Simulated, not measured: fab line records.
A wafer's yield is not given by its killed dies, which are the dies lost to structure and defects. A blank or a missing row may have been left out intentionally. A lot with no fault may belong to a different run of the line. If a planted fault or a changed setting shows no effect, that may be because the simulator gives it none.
8D (eight disciplines) problem report, filled in by code ; flow sky130 ; the parts of the form that need people (team, actions taken, sign-off) are left out

## 1. PROBLEM STATEMENT
Mean of exposure dose mJ cm2 at SKY_CAP2M_EXPOSE_09: 175.10 across 6 wafers in 2 lots; on wafers with no fault it is 159.05 (standard deviation 0.16). That is +99 or more standard deviations from the usual mean.
The step: exposes mask CAP2M, target cd 1000 nm.
First observed at day 41 14:50: wafer L598.1, on iline stepper-01. The record has a number at this step for 36 wafers belonging to 12 lots. The rule behind "out" and "out of limits": a value lying over 4 standard deviations away from the usual mean. Any other wafer with a number is counted as sound.

## 2. WHAT IT IS AND WHAT IT IS NOT
question;is;is not
which readings at this step;exposure dose mJ cm2;-
which lots;L598, L599;L595, L596, L597, L603, L604, L605, L608, L609, L613, L616
which wafers of those lots;all that have a number;-
read on which tools;iline stepper-01;iline stepper-02
when;from day 41 14:50;"up to then (9 sound wafers); but 21 sound wafers of L603, L604, L605, L608, L609, L613, L616 came after"

## 3. SUSPECTS, AND WHAT RULES EACH OUT
Counting: any tool at a process step up to the reading is kept as a suspect provided that every lot that is out went through it and no sound lot did after the first of them.
- iline stepper-01 at SKY_CAP2M_EXPOSE_09 (exposes mask CAP2M, target cd 1000 nm): kept. Every lot that is out went through it, starting with L598 (day 41 14:50), and after that it ran no sound lot; the last sound lot it ran before then is L596 (day 40 09:04). Its own readings are out on those wafers: exposure dose mJ cm2.
After counting, what remains is iline stepper-01 at SKY_CAP2M_EXPOSE_09.

## 4. THE CAUSE (what the simulator had put in)
Process parameters drifting: iline stepper-01 at SKY_CAP2M_EXPOSE_09, beginning at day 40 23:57. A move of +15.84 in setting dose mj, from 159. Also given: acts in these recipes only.
After counting, this tool was the only one left.

## 5. THE CHAIN OF EFFECTS, in route order
One row per reading whose mean, taken over the struck wafers that have a number, lies over 3 standard deviations from the usual. Only readings whose record carries a usual standard deviation are examined. hours: median over the lots of the time between each lot's start at the first step of this table that gives one and its start at this step. sigmas: the change, counted in usual standard deviations.
hours;step;reading;usual;on struck wafers;change;sigmas
0;SKY_CAP2M_EXPOSE_09;exposure dose mJ cm2;159.05;175.10;+16.05;+99 or more
Its process steps:
- SKY_CAP2M_EXPOSE_09: exposes mask CAP2M, target cd 1000 nm.
At these later measuring or inspecting steps, every struck wafer for which the step has a row has a number for every such reading, and none has moved that far: SKY_CAP2M_OVL_MEAS_12.

## 6. HOW IT WOULD HAVE BEEN CAUGHT EARLIER
In this record the first reading out of limits was taken at day 41 14:50, 15 hours after the fault began at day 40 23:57.
